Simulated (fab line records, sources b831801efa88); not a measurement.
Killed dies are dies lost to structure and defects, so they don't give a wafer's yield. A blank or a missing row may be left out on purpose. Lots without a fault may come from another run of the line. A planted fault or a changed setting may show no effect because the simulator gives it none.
Problem report in the 8D (eight disciplines) form, filled by code | flow gf180mcu | the parts of the form that need people (team, actions taken, sign-off) are left out

1. THE PROBLEM
V2_W_RS at GF_V2_RS_MEAS_24 reads a mean of 0.363 ohm/sq on 4 wafers of 2 lots; wafers without a fault read 0.327 ohm/sq with a standard deviation of 0.0049. That is +7.3 standard deviations from the usual mean.
The step: measures by four-point-probe.
First seen on wafer L919.2, day 22 05:40, on film_metro-02. The record holds 36 wafers of 12 lots with a number at this step. Rule for "out", or "out of limits": more than 4 standard deviations from the usual mean. The other wafers with a number count as sound.

2. WHAT IT IS AND WHAT IT IS NOT
question                    | is                             | is not
which readings at this step | V2_W_RS                        | -
which lots                  | L919, L920                     | L917, L928, L929, L931, L932, L933, L934, L935, L936, L937
which wafers of those lots  | L919.2, L919.4, L920.1, L920.6 | L919.1, L920.3
read on which gauges        | film_metro-02                  | film_metro-01, film_metro-03
when                        | from day 22 05:40              | up to then (4 sound wafers); but 28 sound wafers of L920, L928, L929, L931, L932, L933, L934, L935, L936, L937 came after

3. SUSPECTS, AND WHAT RULES EACH OUT
Counting: a tool at a process step up to the reading stays a suspect if it ran every lot that is out. Sound lots after the first of them don't rule it out here, since some wafers of a struck lot are sound.
- the gauge at GF_V2_RS_MEAS_24: ruled out. All the wafers that are out were read on film_metro-02, but those of them that GF_V2_CVD_23 has rows for are out there too, on other tools.
- cvd_w-02 at GF_V2_CVD_23 (deposits W, target thk 350 nm, time 104.94 s): kept. It ran every lot that is out, first L919 (day 22 05:34); its last sound lot up to then is L917 (day 21 06:43). Its own readings are out on those wafers: chamber_pressure_Torr.
- Within cvd_w-02 at GF_V2_CVD_23: the wafers that are out ran in chamber 0; their sound lot-mates ran in chamber 1.
Left after counting: cvd_w-02 at GF_V2_CVD_23.

4. THE CAUSE (what the simulator had put in)
Process parameter drift: cvd_w-02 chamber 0, from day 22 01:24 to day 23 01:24, at GF_V2_CVD_23. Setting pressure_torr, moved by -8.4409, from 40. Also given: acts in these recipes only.
Counting left only this tool.

5. THE CHAIN OF EFFECTS, in route order
Each row: a reading whose mean over the struck wafers that have a number lies more than 3 standard deviations from the usual. Only readings for which the record gives a usual standard deviation are gone through. hours: the time from each lot's start at the first step in this table that gives one to its start at this step, as a median over the lots. sigmas: the change in usual standard deviations.
hours | step              | reading               | usual        | on struck wafers | change | sigmas
0     | GF_V2_CVD_23      | chamber_pressure_Torr | 40.01 Torr   | 31.55            | -8.46  | -97
0     | GF_V2_RS_MEAS_24  | V2_W_RS               | 0.327 ohm/sq | 0.363            | +0.036 | +7.3
0     | GF_V2_THK_MEAS_25 | V2_W_THK              | 333 nm       | 305              | -28    | -5.1
The process steps in it:
- GF_V2_CVD_23: deposits W, target thk 350 nm, time 104.94 s.
Later measuring or inspecting steps at which every struck wafer that the step has a row for has a number for every such reading, and none has moved that far: GF_V3_THK_MEAS_01, GF_M4_OVL_MEAS_15.

6. WHAT WOULD HAVE CAUGHT IT SOONER
In this record the first reading out of limits at a measuring or inspecting step was taken at day 22 05:40, 4 hours after the fault began at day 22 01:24.
The tool's own readings at GF_V2_CVD_23 were out on every struck wafer that the step has a row for (chamber_pressure_Torr): an alarm limit on them would have fired on the first of those.
Of the lots that are out (2), L920 began GF_V2_CVD_23 on cvd_w-02 after day 22 05:40. A hold on the tool at that time would have spared it.
